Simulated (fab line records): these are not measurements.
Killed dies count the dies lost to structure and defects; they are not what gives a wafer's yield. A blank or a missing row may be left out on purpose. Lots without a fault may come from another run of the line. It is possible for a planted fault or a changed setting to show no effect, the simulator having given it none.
Tool commonality check || flow sky130 || Sampled: 13 lots, 39 wafers

REASON FOR OPENING
3 of 13 lots carry a flag on the reading SD_N_TW at SKY_SD_N_TW_MEAS_12. No-fault wafers: 3989, standard deviation 44.
Rule: a lot is flagged in two cases, either no wafer of it has a number, or all its wafers with numbers fall more than 4 standard deviations from that mean. As for the other lots, they are considered sound.

{"lot": "L505", "measured": "day 27 23:36", "on": "film_metro-03", "SD_N_TW, wafer by wafer": "3989 3975 4004", "flag": ""}
{"lot": "L507", "measured": "day 28 21:26", "on": "film_metro-03", "SD_N_TW, wafer by wafer": "3938 3922 3955", "flag": ""}
{"lot": "L509", "measured": "day 29 10:07", "on": "film_metro-01", "SD_N_TW, wafer by wafer": "3993 4000 3987", "flag": ""}
{"lot": "L511", "measured": "day 30 00:01", "on": "film_metro-01", "SD_N_TW, wafer by wafer": "3959 3949 3961", "flag": ""}
{"lot": "L515", "measured": "day 31 09:41", "on": "film_metro-03", "SD_N_TW, wafer by wafer": "3938 3946 3949", "flag": ""}
{"lot": "L516", "measured": "day 31 18:36", "on": "film_metro-02", "SD_N_TW, wafer by wafer": "4054 4057 4050", "flag": ""}
{"lot": "L517", "measured": "day 31 23:37", "on": "film_metro-02", "SD_N_TW, wafer by wafer": "4061 4068 4064", "flag": ""}
{"lot": "L519", "measured": "day 32 19:10", "on": "film_metro-02", "SD_N_TW, wafer by wafer": "3320 3299 3309", "flag": "FLAGGED"}
{"lot": "L521", "measured": "day 33 19:28", "on": "film_metro-03", "SD_N_TW, wafer by wafer": "3956 3967 3931", "flag": ""}
{"lot": "L522", "measured": "day 33 22:23", "on": "film_metro-03", "SD_N_TW, wafer by wafer": "3244 3232 3268", "flag": "FLAGGED"}
{"lot": "L524", "measured": "day 34 05:13", "on": "film_metro-03", "SD_N_TW, wafer by wafer": "3238 3246 3250", "flag": "FLAGGED"}
{"lot": "L527", "measured": "day 35 04:25", "on": "film_metro-02", "SD_N_TW, wafer by wafer": "4027 4006 4027", "flag": ""}
{"lot": "L528", "measured": "day 35 09:57", "on": "film_metro-01", "SD_N_TW, wafer by wafer": "3969 3990 3984", "flag": ""}
The mean of the flagged lots' numbers is 3267, -722 from the usual (-16 standard deviations).

LOT BY LOT: THE TOOL USED
Before the reading, the record contains 2 process steps out of a 708-step route. Cell contents, in order: the tool; ch with the chambers the sampled wafers went through; the start.
{"lot": "L505", "flag": "", "SKY_SD_N_IMPLANT_09": "implanter-03 ch 0, day 27 23:12", "SKY_SD_N_STRIP_11": "plasma_asher-02 ch 0,1, day 27 23:30"}
{"lot": "L507", "flag": "", "SKY_SD_N_IMPLANT_09": "implanter-02 ch 0, day 28 21:02", "SKY_SD_N_STRIP_11": "plasma_asher-01 ch 1, day 28 21:20"}
{"lot": "L509", "flag": "", "SKY_SD_N_IMPLANT_09": "implanter-02 ch 0, day 29 09:43", "SKY_SD_N_STRIP_11": "plasma_asher-04 ch 0,1, day 29 10:01"}
{"lot": "L511", "flag": "", "SKY_SD_N_IMPLANT_09": "implanter-02 ch 0, day 29 23:38", "SKY_SD_N_STRIP_11": "plasma_asher-01 ch 0,1, day 29 23:55"}
{"lot": "L515", "flag": "", "SKY_SD_N_IMPLANT_09": "implanter-03 ch 0, day 31 09:17", "SKY_SD_N_STRIP_11": "plasma_asher-02 ch 0,1, day 31 09:35"}
{"lot": "L516", "flag": "", "SKY_SD_N_IMPLANT_09": "implanter-03 ch 0, day 31 18:13", "SKY_SD_N_STRIP_11": "plasma_asher-02 ch 0,1, day 31 18:29"}
{"lot": "L517", "flag": "", "SKY_SD_N_IMPLANT_09": "implanter-02 ch 0, day 31 23:13", "SKY_SD_N_STRIP_11": "plasma_asher-02 ch 0,1, day 31 23:31"}
{"lot": "L519", "flag": "FLAGGED", "SKY_SD_N_IMPLANT_09": "implanter-02 ch 0, day 32 18:46", "SKY_SD_N_STRIP_11": "plasma_asher-01 ch 0,1, day 32 19:04"}
{"lot": "L521", "flag": "", "SKY_SD_N_IMPLANT_09": "implanter-01 ch 0, day 33 19:04", "SKY_SD_N_STRIP_11": "plasma_asher-01 ch 0,1, day 33 19:22"}
{"lot": "L522", "flag": "FLAGGED", "SKY_SD_N_IMPLANT_09": "implanter-02 ch 0, day 33 21:59", "SKY_SD_N_STRIP_11": "plasma_asher-01 ch 0,1, day 33 22:17"}
{"lot": "L524", "flag": "FLAGGED", "SKY_SD_N_IMPLANT_09": "implanter-02 ch 0, day 34 04:49", "SKY_SD_N_STRIP_11": "plasma_asher-01 ch 0,1, day 34 05:07"}
{"lot": "L527", "flag": "", "SKY_SD_N_IMPLANT_09": "implanter-03 ch 0, day 35 04:02", "SKY_SD_N_STRIP_11": "plasma_asher-02 ch 0,1, day 35 04:19"}
{"lot": "L528", "flag": "", "SKY_SD_N_IMPLANT_09": "implanter-01 ch 0, day 35 09:34", "SKY_SD_N_STRIP_11": "plasma_asher-01 ch 0,1, day 35 09:50"}
These steps, and what they do:
- SKY_SD_N_IMPLANT_09
- SKY_SD_N_STRIP_11: strips in O2/N2.
- SKY_SD_N_TW_MEAS_12

FLAGGED OVER TOTAL, TOOL BY TOOL (the gauges that took the reading come last)
{"step": "SKY_SD_N_IMPLANT_09", "tool": "implanter-01", "lots run": 2, "flagged": 0, "share of the flagged lots": "none", "sound lots run after its first flagged lot": "-"}
{"step": "SKY_SD_N_IMPLANT_09", "tool": "implanter-02", "lots run": 7, "flagged": 3, "share of the flagged lots": "all", "sound lots run after its first flagged lot": 0}
{"step": "SKY_SD_N_IMPLANT_09", "tool": "implanter-03", "lots run": 4, "flagged": 0, "share of the flagged lots": "none", "sound lots run after its first flagged lot": "-"}
{"step": "SKY_SD_N_STRIP_11", "tool": "plasma_asher-01", "lots run": 7, "flagged": 3, "share of the flagged lots": "all", "sound lots run after its first flagged lot": "2 (L521,L528)"}
{"step": "SKY_SD_N_STRIP_11", "tool": "plasma_asher-02", "lots run": 5, "flagged": 0, "share of the flagged lots": "none", "sound lots run after its first flagged lot": "-"}
{"step": "SKY_SD_N_STRIP_11", "tool": "plasma_asher-04", "lots run": 1, "flagged": 0, "share of the flagged lots": "none", "sound lots run after its first flagged lot": "-"}
{"step": "SKY_SD_N_TW_MEAS_12", "tool": "film_metro-01", "lots run": 3, "flagged": 0, "share of the flagged lots": "none", "sound lots run after its first flagged lot": "-"}
{"step": "SKY_SD_N_TW_MEAS_12", "tool": "film_metro-02", "lots run": 4, "flagged": 1, "share of the flagged lots": "some", "sound lots run after its first flagged lot": "1 (L527)"}
{"step": "SKY_SD_N_TW_MEAS_12", "tool": "film_metro-03", "lots run": 6, "flagged": 2, "share of the flagged lots": "some", "sound lots run after its first flagged lot": 0}

WHAT THE TABLE ALLOWS
In 2 table rows, all flagged lots were run: implanter-02 (SKY_SD_N_IMPLANT_09), plasma_asher-01 (SKY_SD_N_STRIP_11).
- implanter-02 at SKY_SD_N_IMPLANT_09: 3 of its 7 lots flagged. A fault beginning between L517 (day 31 23:13), its last sound lot, and L519 (day 32 18:46), its first flagged one, fits the data. Its own readings (beam_on_s, dose_ions_cm2, end_station_pressure_torr, faraday_current_uA) fall more than 4 standard deviations out on all wafers of the flagged lots.
- plasma_asher-01 at SKY_SD_N_STRIP_11: 3 of its 7 lots flagged. After the first flagged lot (L521, L528), sound lots still ran on it; a lasting fault on the whole tool would not permit that. Its own readings (oes_product_au, strip_time_to_endpoint_s) fall more than 4 standard deviations out on all wafers of the flagged lots.
One tool is left: implanter-02 at SKY_SD_N_IMPLANT_09.

WHAT HAD BEEN PUT IN BY THE SIMULATOR
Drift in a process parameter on implanter-02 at SKY_SD_N_IMPLANT_09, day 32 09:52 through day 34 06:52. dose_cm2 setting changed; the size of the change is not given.
Struck lots among those shown: L519, L522, L524. The rule given above showed the same thing.
